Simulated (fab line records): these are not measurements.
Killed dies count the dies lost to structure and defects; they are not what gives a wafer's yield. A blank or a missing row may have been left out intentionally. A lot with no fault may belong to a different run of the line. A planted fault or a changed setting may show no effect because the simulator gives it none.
Which tool is to blame? | flow gf180mcu | 13 lots, 38 wafers sampled, at 3 steps of a route of 602

WHAT THE GAUGES SHOWED, per wafer
GF_V2_CD_MEAS_14: target cd 260 nm. Usual: 259.8 nm for cd nm, sd 1.3.
lot  | measured     | on        | cd nm (nm)        | flag
L892 | day 20 05:53 | cd sem-01 | 262.1 261.7 261.8 |
L893 | day 20 13:20 | cd sem-01 | 260.2 260.1 259.7 |
L894 | day 21 05:10 | cd sem-01 | 261.1 260.9 259.7 |
L895 | day 21 06:41 | cd sem-01 | 259.1 259.5 259.2 |
L901 | day 23 17:57 | cd sem-02 | 259.9 261.0 260.4 |
L902 | day 24 00:11 | cd sem-02 | 260.2 261.1       |
L905 | day 24 22:22 | cd sem-01 | 261.0 261.4 261.5 |
L908 | day 25 21:46 | cd sem-02 | 260.5 259.5 260.1 |
L911 | day 26 17:57 | cd sem-02 | 259.0 258.8 260.2 |
L912 | day 26 21:00 | cd sem-01 | 258.5 258.2 259.1 |
L913 | day 27 12:38 | cd sem-01 | 259.6 259.4 259.2 |
L914 | day 27 13:37 | cd sem-02 | 260.5 260.8 260.0 |
L915 | day 28 11:09 | cd sem-02 | 261.5 262.1 261.0 |

GF_V2_RS_MEAS_24: measures by four-point-probe. Usual: V2_W_RS gives 0.3291 ohm/sq (standard deviation 0.0026).
lot  | measured     | on            | V2_W_RS (ohm/sq)     | flag
L892 | day 20 06:57 | film metro-03 | 0.3267 0.3286 0.3276 |
L893 | day 20 14:23 | film metro-03 | 0.3315 0.3305 0.3258 |
L894 | day 21 06:11 | film metro-03 | 0.3314 0.3221 0.3270 |
L895 | day 21 07:44 | film metro-01 | 0.3282 0.3311 0.3309 |
L901 | day 23 18:59 | film metro-03 | 0.3260 0.3288 0.3306 |
L902 | day 24 01:13 | film metro-01 | 0.3289 0.3338        |
L905 | day 24 23:25 | film metro-02 | 0.3331 0.3303 0.3292 |
L908 | day 25 22:52 | film metro-01 | 0.3303 0.3249 0.3254 |
L911 | day 26 19:04 | film metro-02 | 0.3276 0.3298 0.3287 |
L912 | day 26 22:02 | film metro-01 | 0.3291 0.3279 0.3299 |
L913 | day 27 13:40 | film metro-02 | 0.3282 0.3289 0.3316 |
L914 | day 27 14:40 | film metro-01 | 0.3316 0.3246 0.3304 |
L915 | day 28 12:13 | film metro-01 | 0.3310 0.3311 0.3318 |

GF_V2_THK_MEAS_25: measures by xrf. Usual: V2_W_THK gives 345 nm (standard deviation 4.4).
lot  | measured     | on            | V2_W_THK (nm) | flag
L892 | day 20 07:04 | film metro-03 | 343 342 344   |
L893 | day 20 14:29 | film metro-03 | 341 341 347   |
L894 | day 21 06:19 | film metro-03 | 342 351 344   |
L895 | day 21 07:50 | film metro-01 | 348 347 345   |
L901 | day 23 19:05 | film metro-03 | 342 339 337   |
L902 | day 24 01:19 | film metro-01 | 349 346       |
L905 | day 24 23:32 | film metro-02 | 342 342 344   |
L908 | day 25 22:59 | film metro-01 | 350 355 353   |
L911 | day 26 19:11 | film metro-02 | 342 339 341   |
L912 | day 26 22:10 | film metro-01 | 345 346 343   |
L913 | day 27 13:47 | film metro-02 | 344 341 339   |
L914 | day 27 14:46 | film metro-01 | 342 348 342   |
L915 | day 28 12:20 | film metro-01 | 345 345 345   |

WHAT TOOL EACH LOT RAN ON (gives the tool, then ch and the chambers of the sampled wafers, and finally the start)
The record shows no process step preceding these readings.

WHAT THE TOOLS THEMSELVES READ (means of the sampled wafers that have a number; where no wafer has one, the mark that the record gives instead)
The record holds no such reading with a usual standard deviation.

THE ANSWER, worked out from the rows above alone
Rule: take the mean of a lot's wafers that have a number; if it is more than 3 standard deviations from the usual mean, the lot is off. A lot without any number at a reading at which 4 lots or more have one is off too. All remaining lots with rows at the step are treated as sound. After the gauges, taken in route order, come the tools' own readings; for these a lot's mean is taken, as printed above. The first step at which some lot is off is used, and at that step the reading that is off furthest; a lot without a number counts as furthest.
Across all readings shown, no lot is off: no conclusion can be drawn from this.

WHAT THE SIMULATOR HAD INSERTED
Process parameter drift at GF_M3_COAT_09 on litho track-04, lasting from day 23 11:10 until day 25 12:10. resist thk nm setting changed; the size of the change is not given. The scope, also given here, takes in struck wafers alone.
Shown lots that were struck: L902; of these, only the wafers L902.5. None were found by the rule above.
